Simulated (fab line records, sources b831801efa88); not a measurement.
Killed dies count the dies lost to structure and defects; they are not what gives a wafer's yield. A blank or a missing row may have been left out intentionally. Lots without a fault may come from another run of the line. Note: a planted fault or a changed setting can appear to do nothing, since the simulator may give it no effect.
A single fault, viewed from 2 desks | flow sfq-line | each desk has only its own numbers; what lay behind them comes last

## METROLOGY DESK
Means of the sampled wafers that have a number, per lot and without regard to the tool the lot ran on: this is what the gauges read. The brackets show how far a lot's mean lies from the usual mean; more than 4 standard deviations puts the lot out of limits, marked OUT.
Columns: A = INCOMING_BOW at SFQ_INCOMING_BOW_MEAS_900, usual 1 um; B = I0_OVL at SFQ_I0_OVL_MEAS_908, usual -2 nm; C = I5_OVL at SFQ_I5_OVL_MEAS_936, usual 0 nm
lot  | first seen here | A  | B   | C
L686 | day 1 10:01     | -3 | 0   | -2
L688 | day 1 20:00     | 3  | -2  | 2
L689 | day 2 01:02     | 5  | 0   | 4
L690 | day 2 06:04     | -5 | -0  | 1
L691 | day 2 11:04     | -1 | -7  | -3
L692 | day 2 16:00     | -7 | 2   | -4
L693 | day 2 21:01     | 1  | -10 | -7
L694 | day 3 02:01     | -0 | 4   | 8
L700 | day 4 08:02     | 0  | 2   | -2
L702 | day 4 18:01     | 3  | -1  | -5
L703 | day 4 23:00     | -3 | -8  | -9
L704 | day 5 04:00     | 1  | -3  | -3
L707 | day 5 19:01     | -2 | -3  | 0
L708 | day 6 00:02     | 4  | -4  | 7
Finding of this desk: none of the 14 lots has anything out of limits.

## THE TOOL OWNER'S DESK: litho-track-04
The tool's own readings at SFQ_TRILAYER_L0_LITHO_COAT_005 (resist thk 600 nm): means of the sampled wafers that have a number, for each lot that ran on this tool. The brackets show how far a lot's mean lies from the usual mean; more than 4 standard deviations puts the lot out of limits, marked OUT.
Columns: A = spin-speed-rpm at SFQ_TRILAYER_L0_LITHO_COAT_005, usual 2999.8 rpm
lot  | first seen here | A
L691 | day 2 14:11     | 3000.0
L693 | day 3 00:05     | 2999.3
L694 | day 3 05:05     | 3000.9
L700 | day 4 11:08     | 3001.7
L702 | day 4 21:05     | 2619.2 (-99 or more) OUT
L703 | day 5 02:02     | 2620.3 (-99 or more) OUT
Finding of this desk: L702, L703 out of limits; the first was L702 at day 4 21:05, on spin-speed-rpm at SFQ_TRILAYER_L0_LITHO_COAT_005. L691, L693, L694, L700: within limits.

## PUT TOGETHER
The tool owner's desk had the chance to raise an alarm at day 4 21:05 on L702, L703.
Nothing out of limits was seen by the metrology desk.
The metrology desk holds a record of L702, L703, inside its limits.
Of the lots named, all ran SFQ_TRILAYER_L0_LITHO_COAT_005 on litho-track-04.

## WHAT THE SIMULATOR PUT IN
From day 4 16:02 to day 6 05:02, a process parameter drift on litho-track-04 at SFQ_TRILAYER_L0_LITHO_COAT_005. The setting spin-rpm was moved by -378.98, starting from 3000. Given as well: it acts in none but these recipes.
Shown lots that were struck: L702, L703.
Each desk's first reading out of limits, in hours after the fault started: the tool owner's desk, 5.
